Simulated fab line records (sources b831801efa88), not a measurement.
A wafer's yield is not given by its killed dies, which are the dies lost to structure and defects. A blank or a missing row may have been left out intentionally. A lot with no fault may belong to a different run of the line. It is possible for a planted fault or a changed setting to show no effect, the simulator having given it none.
Which of the tools did it? || flow sky130 || 13 lots with 39 wafers sampled at 4 steps, on a route of 708 steps

WHAT EACH GAUGE READ, for each wafer
SKY_LI_CONTACT_THK_MEAS_01.
{"lot": "L721", "measured": "day 28 21:29", "on": "film metro-03", "LI_CONTACT_HDPCVD_THK (nm)": "953 962 969"}
{"lot": "L723", "measured": "day 29 00:02", "on": "film metro-04", "LI_CONTACT_HDPCVD_THK (nm)": "961 960 963"}
{"lot": "L724", "measured": "day 29 11:17", "on": "film metro-03", "LI_CONTACT_HDPCVD_THK (nm)": "945 946 961"}
{"lot": "L726", "measured": "day 30 11:14", "on": "film metro-03", "LI_CONTACT_HDPCVD_THK (nm)": "940 931 950"}
{"lot": "L727", "measured": "day 30 22:19", "on": "film metro-02", "LI_CONTACT_HDPCVD_THK (nm)": "948 938 946"}
{"lot": "L728", "measured": "day 31 03:04", "on": "film metro-04", "LI_CONTACT_HDPCVD_THK (nm)": "941 943 947"}
{"lot": "L729", "measured": "day 31 06:01", "on": "film metro-04", "LI_CONTACT_HDPCVD_THK (nm)": "957 970 961"}
{"lot": "L730", "measured": "day 31 16:14", "on": "film metro-04", "LI_CONTACT_HDPCVD_THK (nm)": "949 968 955"}
{"lot": "L731", "measured": "day 31 20:10", "on": "film metro-02", "LI_CONTACT_HDPCVD_THK (nm)": "954 961 955"}
{"lot": "L738", "measured": "day 33 20:10", "on": "film metro-02", "LI_CONTACT_HDPCVD_THK (nm)": "953 941 926"}
{"lot": "L739", "measured": "day 34 06:10", "on": "film metro-02", "LI_CONTACT_HDPCVD_THK (nm)": "944 960 956"}
{"lot": "L741", "measured": "day 35 12:56", "on": "film metro-02", "LI_CONTACT_HDPCVD_THK (nm)": "948 960 948"}
{"lot": "L743", "measured": "day 35 13:49", "on": "film metro-03", "LI_CONTACT_HDPCVD_THK (nm)": "946 940 942"}

SKY_LOCAL_INTERCONNECT_OVL_MEAS_12.
{"lot": "L721", "measured": "day 31 06:25", "on": "overlay-01", "LOCAL_INTERCONNECT_OVL (nm)": "1 4 0"}
{"lot": "L723", "measured": "day 31 09:12", "on": "overlay-01", "LOCAL_INTERCONNECT_OVL (nm)": "5 5 6"}
{"lot": "L724", "measured": "day 31 19:29", "on": "overlay-02", "LOCAL_INTERCONNECT_OVL (nm)": "4 -3 2"}
{"lot": "L726", "measured": "day 32 19:38", "on": "overlay-01", "LOCAL_INTERCONNECT_OVL (nm)": "-1 0 -2"}
{"lot": "L727", "measured": "day 33 07:25", "on": "overlay-02", "LOCAL_INTERCONNECT_OVL (nm)": "-10 -5 -10"}
{"lot": "L728", "measured": "day 33 12:09", "on": "overlay-02", "LOCAL_INTERCONNECT_OVL (nm)": "1 -4 -5"}
{"lot": "L729", "measured": "day 33 15:28", "on": "overlay-01", "LOCAL_INTERCONNECT_OVL (nm)": "2 7 3"}
{"lot": "L730", "measured": "day 34 00:55", "on": "overlay-02", "LOCAL_INTERCONNECT_OVL (nm)": "-13 0 -7"}
{"lot": "L731", "measured": "day 34 04:13", "on": "overlay-02", "LOCAL_INTERCONNECT_OVL (nm)": "-1 -6 4"}
{"lot": "L738", "measured": "day 36 03:39", "on": "overlay-02", "LOCAL_INTERCONNECT_OVL (nm)": "0 -10 -6"}
{"lot": "L739", "measured": "day 36 12:21", "on": "overlay-01", "LOCAL_INTERCONNECT_OVL (nm)": "-5 -9 -1"}
{"lot": "L741", "measured": "day 37 17:57", "on": "overlay-01", "LOCAL_INTERCONNECT_OVL (nm)": "-2 -5 -4"}
{"lot": "L743", "measured": "day 37 20:28", "on": "overlay-02", "LOCAL_INTERCONNECT_OVL (nm)": "-6 -5 -6"}

WHICH TOOL RAN EACH LOT (tool, then ch and the chambers of the sampled wafers, then the start)
{"lot": "L721", "SKY_LI_CONTACT_CMP_24": "cmp-02 ch 0,1,3, day 30 03:08", "SKY_LOCAL_INTERCONNECT_SPUTTER_00": "pvd sputter-02, day 30 03:23"}
{"lot": "L723", "SKY_LI_CONTACT_CMP_24": "cmp-02 ch 0,1, day 30 05:52", "SKY_LOCAL_INTERCONNECT_SPUTTER_00": "pvd sputter-02, day 30 06:07"}
{"lot": "L724", "SKY_LI_CONTACT_CMP_24": "cmp-02 ch 1,2,3, day 30 16:16", "SKY_LOCAL_INTERCONNECT_SPUTTER_00": "pvd sputter-03, day 30 16:28"}
{"lot": "L726", "SKY_LI_CONTACT_CMP_24": "cmp-02 ch 0,2, day 31 16:10", "SKY_LOCAL_INTERCONNECT_SPUTTER_00": "pvd sputter-02, day 31 16:25"}
{"lot": "L727", "SKY_LI_CONTACT_CMP_24": "cmp-01 ch 1,3, day 32 03:34", "SKY_LOCAL_INTERCONNECT_SPUTTER_00": "pvd sputter-03, day 32 03:49"}
{"lot": "L728", "SKY_LI_CONTACT_CMP_24": "cmp-01 ch 0,1,2, day 32 08:34", "SKY_LOCAL_INTERCONNECT_SPUTTER_00": "pvd sputter-01, day 32 08:52"}
{"lot": "L729", "SKY_LI_CONTACT_CMP_24": "cmp-01 ch 1,2,3, day 32 11:47", "SKY_LOCAL_INTERCONNECT_SPUTTER_00": "pvd sputter-03, day 32 12:05"}
{"lot": "L730", "SKY_LI_CONTACT_CMP_24": "cmp-01 ch 0,2, day 32 21:21", "SKY_LOCAL_INTERCONNECT_SPUTTER_00": "pvd sputter-03, day 32 21:36"}
{"lot": "L731", "SKY_LI_CONTACT_CMP_24": "cmp-01 ch 0,1, day 33 00:46", "SKY_LOCAL_INTERCONNECT_SPUTTER_00": "pvd sputter-02, day 33 01:04"}
{"lot": "L738", "SKY_LI_CONTACT_CMP_24": "cmp-01 ch 1,2,3, day 35 00:44", "SKY_LOCAL_INTERCONNECT_SPUTTER_00": "pvd sputter-03, day 35 00:56"}
{"lot": "L739", "SKY_LI_CONTACT_CMP_24": "cmp-01 ch 0,2,3, day 35 09:20", "SKY_LOCAL_INTERCONNECT_SPUTTER_00": "pvd sputter-03, day 35 09:38"}
{"lot": "L741", "SKY_LI_CONTACT_CMP_24": "cmp-02 ch 0,1,2, day 36 16:40", "SKY_LOCAL_INTERCONNECT_SPUTTER_00": "pvd sputter-01, day 36 16:58"}
{"lot": "L743", "SKY_LI_CONTACT_CMP_24": "cmp-01 ch 0,1, day 36 17:40", "SKY_LOCAL_INTERCONNECT_SPUTTER_00": "pvd sputter-01, day 36 17:55"}
- SKY_LI_CONTACT_CMP_24: polishes, stops on PSG, t overpolish 20 s, target thk 0 nm.
- SKY_LOCAL_INTERCONNECT_SPUTTER_00: material TiN, target thk 100 nm, time 83.3 s.

AS READ BY THE TOOLS THEMSELVES (means over the sampled wafers that have a number; for cases with no such wafer, the mark the record gives instead)
SKY_LI_CONTACT_CMP_24.
{"lot": "L721", "tool": "cmp-02", "motor current A (A)": 11.0, "overpolish run s (s)": 20.004, "platen rpm (rpm)": 59.98, "time to endpoint s (s)": 98}
{"lot": "L723", "tool": "cmp-02", "motor current A (A)": 11.5, "overpolish run s (s)": 19.991, "platen rpm (rpm)": 60.03, "time to endpoint s (s)": 97}
{"lot": "L724", "tool": "cmp-02", "motor current A (A)": 10.0, "overpolish run s (s)": 19.999, "platen rpm (rpm)": 60.02, "time to endpoint s (s)": 106}
{"lot": "L726", "tool": "cmp-02", "motor current A (A)": 10.2, "overpolish run s (s)": 19.993, "platen rpm (rpm)": 59.99, "time to endpoint s (s)": 93}
{"lot": "L727", "tool": "cmp-01", "motor current A (A)": 11.1, "overpolish run s (s)": 19.999, "platen rpm (rpm)": 59.99, "time to endpoint s (s)": 93}
{"lot": "L728", "tool": "cmp-01", "motor current A (A)": 10.4, "overpolish run s (s)": 20.003, "platen rpm (rpm)": 59.99, "time to endpoint s (s)": 89}
{"lot": "L729", "tool": "cmp-01", "motor current A (A)": 10.3, "overpolish run s (s)": 19.999, "platen rpm (rpm)": 59.99, "time to endpoint s (s)": 89}
{"lot": "L730", "tool": "cmp-01", "motor current A (A)": 10.4, "overpolish run s (s)": 20.006, "platen rpm (rpm)": 60.01, "time to endpoint s (s)": 84}
{"lot": "L731", "tool": "cmp-01", "motor current A (A)": 11.2, "overpolish run s (s)": 19.995, "platen rpm (rpm)": 60.06, "time to endpoint s (s)": 89}
{"lot": "L738", "tool": "cmp-01", "motor current A (A)": 10.0, "overpolish run s (s)": 19.997, "platen rpm (rpm)": 60.02, "time to endpoint s (s)": 94}
{"lot": "L739", "tool": "cmp-01", "motor current A (A)": 10.4, "overpolish run s (s)": 20.000, "platen rpm (rpm)": 59.96, "time to endpoint s (s)": 91}
{"lot": "L741", "tool": "cmp-02", "motor current A (A)": 10.4, "overpolish run s (s)": 20.002, "platen rpm (rpm)": 60.02, "time to endpoint s (s)": 100}
{"lot": "L743", "tool": "cmp-01", "motor current A (A)": 11.1, "overpolish run s (s)": 19.994, "platen rpm (rpm)": 60.00, "time to endpoint s (s)": 98}

SKY_LOCAL_INTERCONNECT_SPUTTER_00.
{"lot": "L721", "tool": "pvd sputter-02", "cathode dc power W (W)": 6500.2, "chamber pressure pa (Pa)": 0.4001, "susceptor temp C (C)": 299.93, "throttle valve pct (%)": 31.7}
{"lot": "L723", "tool": "pvd sputter-02", "cathode dc power W (W)": 6498.8, "chamber pressure pa (Pa)": 0.4002, "susceptor temp C (C)": 299.97, "throttle valve pct (%)": 30.0}
{"lot": "L724", "tool": "pvd sputter-03", "cathode dc power W (W)": 6501.1, "chamber pressure pa (Pa)": 0.4002, "susceptor temp C (C)": 300.05, "throttle valve pct (%)": 30.0}
{"lot": "L726", "tool": "pvd sputter-02", "cathode dc power W (W)": 6499.4, "chamber pressure pa (Pa)": 0.3995, "susceptor temp C (C)": 299.89, "throttle valve pct (%)": 30.2}
{"lot": "L727", "tool": "pvd sputter-03", "cathode dc power W (W)": 6499.6, "chamber pressure pa (Pa)": 0.3990, "susceptor temp C (C)": 300.03, "throttle valve pct (%)": 30.8}
{"lot": "L728", "tool": "pvd sputter-01", "cathode dc power W (W)": 6499.7, "chamber pressure pa (Pa)": 0.3995, "susceptor temp C (C)": 299.94, "throttle valve pct (%)": 29.6}
{"lot": "L729", "tool": "pvd sputter-03", "cathode dc power W (W)": 6500.6, "chamber pressure pa (Pa)": 0.3999, "susceptor temp C (C)": 299.88, "throttle valve pct (%)": 29.9}
{"lot": "L730", "tool": "pvd sputter-03", "cathode dc power W (W)": 6501.0, "chamber pressure pa (Pa)": 0.3999, "susceptor temp C (C)": 299.89, "throttle valve pct (%)": 30.2}
{"lot": "L731", "tool": "pvd sputter-02", "cathode dc power W (W)": 6499.2, "chamber pressure pa (Pa)": 0.4002, "susceptor temp C (C)": 299.94, "throttle valve pct (%)": 31.2}
{"lot": "L738", "tool": "pvd sputter-03", "cathode dc power W (W)": 6349.1, "chamber pressure pa (Pa)": 0.4001, "susceptor temp C (C)": 299.90, "throttle valve pct (%)": 30.0}
{"lot": "L739", "tool": "pvd sputter-03", "cathode dc power W (W)": 6349.8, "chamber pressure pa (Pa)": 0.4010, "susceptor temp C (C)": 300.07, "throttle valve pct (%)": 29.7}
{"lot": "L741", "tool": "pvd sputter-01", "cathode dc power W (W)": 6499.5, "chamber pressure pa (Pa)": 0.3999, "susceptor temp C (C)": 300.04, "throttle valve pct (%)": 30.4}
{"lot": "L743", "tool": "pvd sputter-01", "cathode dc power W (W)": 6501.2, "chamber pressure pa (Pa)": 0.3998, "susceptor temp C (C)": 300.05, "throttle valve pct (%)": 30.0}

THE ANSWER, worked out from the rows above alone
Rule: the usual values come from the lots themselves. The widest of any qualifying gaps counts: lots, ordered by their means at a reading, are off when they make up no more than a third of the lots, leave a main group of 4 or more, and stand apart from it by 3 or more times the standard deviation of that group's means. The tables above print the reading to a certain number of digits; a main group whose means all agree to those digits is not used. Also off: a lot with no number at a reading for which 4 or more lots have one. The other lots that the step has rows for count as sound. The gauges are gone through in route order, then the tools' own readings, and for those a lot's mean is taken as printed above. At the first step where some lot is off, the reading lying furthest off is the one used; lots without a number count as furthest.
Off at SKY_LOCAL_INTERCONNECT_SPUTTER_00 (cathode dc power W): L738, L739. The main group has a mean of 6500.0 W with a standard deviation of 0.8.
If a tool, at that step or one of the process steps before it, ran each lot that is off and ran no sound lot following the first of them, it fits. One fits: SKY_LOCAL_INTERCONNECT_SPUTTER_00 on pvd sputter-03. A fault onset in the window from L730 (day 32 21:36, its last sound lot) to L738 (day 35 00:56, its first lot off) fits.
The tool's own readings at SKY_LOCAL_INTERCONNECT_SPUTTER_00 bear it out: on the lots that are off they differ by more than 5 times the standard deviation of the sound lots' means. cathode dc power W reads 6349.5 W there against 6500.0 W on the sound lots.

WHAT WAS PUT IN BY THE SIMULATOR
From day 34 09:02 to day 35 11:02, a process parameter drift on pvd sputter-03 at SKY_LOCAL_INTERCONNECT_SPUTTER_00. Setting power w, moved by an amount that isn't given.
Lots struck among those shown: L738, L739. This agrees with what the rule above found.
